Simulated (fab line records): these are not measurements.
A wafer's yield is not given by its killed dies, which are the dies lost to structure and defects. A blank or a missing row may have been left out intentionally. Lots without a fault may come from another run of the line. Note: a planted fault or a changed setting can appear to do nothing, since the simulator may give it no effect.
Which tool is to blame?	flow sky130	13 lots with 39 wafers sampled at 5 steps, on a route of 708 steps

== WHAT THE GAUGES READ, wafer by wafer ==
SKY_PWDE_OVL_MEAS_07. Usual: for PWDE_OVL the level is 1.3 nm and the standard deviation is 1.5.
lot	measured	on	PWDE_OVL (nm)	flag
L291	day 4 18:48	overlay-01	0.8 -0.3 0.2	
L292	day 5 06:07	overlay-01	1.1 -0.3 1.4	
L296	day 5 23:50	overlay-02	1.0 1.4 3.4	
L297	day 6 04:34	overlay-02	1.1 0.2 -1.0	
L301	day 7 02:34	overlay-02	3.9 2.8 0.9	
L302	day 7 08:40	overlay-02	1.9 2.7 -0.2	
L303	day 7 13:19	overlay-02	1.0 2.2 3.4	
L305	day 8 00:28	overlay-02	1.0 0.4 0.3	
L306	day 8 06:13	overlay-02	2.2 1.9 1.4	
L307	day 8 10:13	overlay-01	-0.9 0.7 -0.6	
L308	day 8 18:40	overlay-01	-1.0 -0.7 -0.5	
L309	day 8 23:04	overlay-01	1.3 0.6 0.3	
L310	day 9 04:54	overlay-02	3.4 2.9 1.7	

SKY_VT_ADJUST_LVTN_OVL_MEAS_18. Usual: for VT_ADJUST_LVTN_01_OVL the level is -0.3 nm and the standard deviation is 1.4.
lot	measured	on	VT_ADJUST_LVTN_01_OVL (nm)	flag
L291	day 8 23:38	overlay-02	-0.3 -0.2 -1.5	
L292	day 9 11:40	overlay-02	-1.7 -1.6 -1.6	
L296	day 10 08:20	overlay-01	-0.6 -0.1 -1.9	
L297	day 10 13:52	overlay-01	0.7 -0.3 -0.4	
L301	day 11 14:34	overlay-01	0.0 1.3 1.9	
L302	day 11 23:28	overlay-02	0.3 -0.4 0.0	
L303	day 12 03:31	overlay-02	-0.3 1.1 0.2	
L305	day 12 16:09	overlay-02	2.6 0.5 2.8	
L306	day 12 23:46	overlay-02	-0.1 -2.5 0.0	
L307	day 13 04:34	overlay-02	1.5 2.3 2.0	
L308	day 13 14:25	overlay-01	2.4 2.9 1.7	
L309	day 13 19:52	overlay-02	-0.5 0.3 -0.2	
L310	day 14 04:25	overlay-01	-1.0 -0.6 -2.0	

SKY_VT_ADJUST_LVTN_TW_MEAS_21. Usual: for VT_ADJUST_LVTN_2_TW the level is 187.1 and the standard deviation is 1.8.
lot	measured	on	VT_ADJUST_LVTN_2_TW	flag
L291	day 8 23:56	film-metro-02	187.1 186.7 186.4	
L292	day 9 11:57	film-metro-02	187.4 186.3 186.8	
L296	day 10 08:38	film-metro-02	203.5 203.1 202.3	OFF
L297	day 10 14:09	film-metro-02	202.5 202.8 202.9	OFF
L301	day 11 14:51	film-metro-04	184.8 184.6 186.1	
L302	day 11 23:46	film-metro-03	189.2 190.1 189.9	
L303	day 12 03:47	film-metro-04	186.7 186.4 186.0	
L305	day 12 16:26	film-metro-02	188.0 188.0 187.8	
L306	day 13 00:03	film-metro-03	188.9 190.5 189.3	
L307	day 13 04:50	film-metro-04	185.2 185.1 184.8	
L308	day 13 14:42	film-metro-03	189.4 190.5 189.9	
L309	day 13 20:09	film-metro-04	185.7 184.7 185.7	
L310	day 14 04:43	film-metro-03	189.9 189.8 189.3	

SKY_GATE_OXIDE_OVL_MEAS_10. Usual: for GATE_OXIDE_OVL the level is -0.5 nm and the standard deviation is 1.3.
lot	measured	on	GATE_OXIDE_OVL (nm)	flag
L291	day 15 06:11	overlay-01	1.5 -2.4 0.6	
L292	day 15 22:19	overlay-01	0.8 1.1 1.0	
L296	day 17 02:03	overlay-01	0.2 0.5 -0.8	
L297	day 17 14:49	overlay-02	0.7 0.3 -1.3	
L301	day 18 18:10	overlay-02	-1.1 -1.3 -1.2	
L302	day 19 05:13	overlay-01	1.5 0.4 0.0	
L303	day 19 09:43	overlay-01	-0.1 -1.9 0.3	
L305	day 20 06:23	overlay-01	1.0 0.0 1.5	
L306	day 20 13:42	overlay-01	-3.5 -2.0 -2.4	
L307	day 20 17:54	overlay-01	-3.9 0.4 -0.4	
L308	day 21 07:34	overlay-02	0.7 0.5 0.9	
L309	day 21 12:13	overlay-01	-1.9 -1.9 -2.4	
L310	day 21 22:50	overlay-01	-0.1 0.4 0.3	

== TOOL THAT RAN EACH LOT (tool first, then ch and the chambers of the sampled wafers, then the start) ==
lot	SKY_VT_ADJUST_LVTN_IMPLANT_19
L291	implanter-03 ch 0, day 8 23:43
L292	implanter-01 ch 0, day 9 11:43
L296	implanter-03 ch 0, day 10 08:25
L297	implanter-03 ch 0, day 10 13:54
L301	implanter-01 ch 0, day 11 14:37
L302	implanter-04 ch 0, day 11 23:32
L303	implanter-04 ch 0, day 12 03:32
L305	implanter-04 ch 0, day 12 16:11
L306	implanter-04 ch 0, day 12 23:48
L307	implanter-01 ch 0, day 13 04:35
L308	implanter-01 ch 0, day 13 14:28
L309	implanter-03 ch 0, day 13 19:54
L310	implanter-01 ch 0, day 14 04:31
- SKY_VT_ADJUST_LVTN_IMPLANT_19

== WHAT THE TOOLS THEMSELVES READ (means of the sampled wafers that have a number; where no wafer has one, the mark that the record gives instead) ==
SKY_VT_ADJUST_LVTN_IMPLANT_19. Usual: beam-on-s 10.00 s, standard deviation 0.19; dose-ions-cm2 6.5e+11, standard deviation 6.8e+08; faraday-current-uA 3.67, standard deviation 0.07.
lot	tool	beam-on-s (s)	dose-ions-cm2	faraday-current-uA	flag
L291	implanter-03	10.11	6.5e+11	3.62	
L292	implanter-01	9.94	6.5e+11	3.68	
L296	implanter-03	10.12	8.6e+11	4.81	OFF
L297	implanter-03	10.05	8.6e+11	4.84	OFF
L301	implanter-01	10.21	6.5e+11	3.60	
L302	implanter-04	9.90	6.5e+11	3.71	
L303	implanter-04	9.61	6.5e+11	3.81	
L305	implanter-04	10.18	6.5e+11	3.60	
L306	implanter-04	9.98	6.5e+11	3.68	
L307	implanter-01	10.00	6.5e+11	3.67	
L308	implanter-01	9.96	6.5e+11	3.68	
L309	implanter-03	10.16	6.5e+11	3.60	
L310	implanter-01	9.97	6.5e+11	3.68	

== THE ANSWER, worked out from the rows above alone ==
Rule: take the mean of a lot's wafers that have a number; if it is more than 3 standard deviations from the usual mean, the lot is off. A lot without any number at a reading at which 4 lots or more have one is off too. Where the step has rows for the other lots, those lots are counted as sound. First the gauges in route order, then the tools' own readings, where a lot's mean is used as printed above. At the first step where some lot is off, the reading lying furthest off is the one used; lots without a number count as furthest.
Off: at SKY_VT_ADJUST_LVTN_TW_MEAS_21 (VT_ADJUST_LVTN_2_TW), L296, L297.
A tool fits if, at a process step before that reading, it ran every lot that is off, and no sound lot after the first of them. The gauges at SKY_VT_ADJUST_LVTN_TW_MEAS_21 aren't tried: what is off there is off at SKY_VT_ADJUST_LVTN_IMPLANT_19 too, on other tools, and a gauge's error can't cause that. Of those tried, none fits.

== WHAT THE SIMULATOR PUT IN ==
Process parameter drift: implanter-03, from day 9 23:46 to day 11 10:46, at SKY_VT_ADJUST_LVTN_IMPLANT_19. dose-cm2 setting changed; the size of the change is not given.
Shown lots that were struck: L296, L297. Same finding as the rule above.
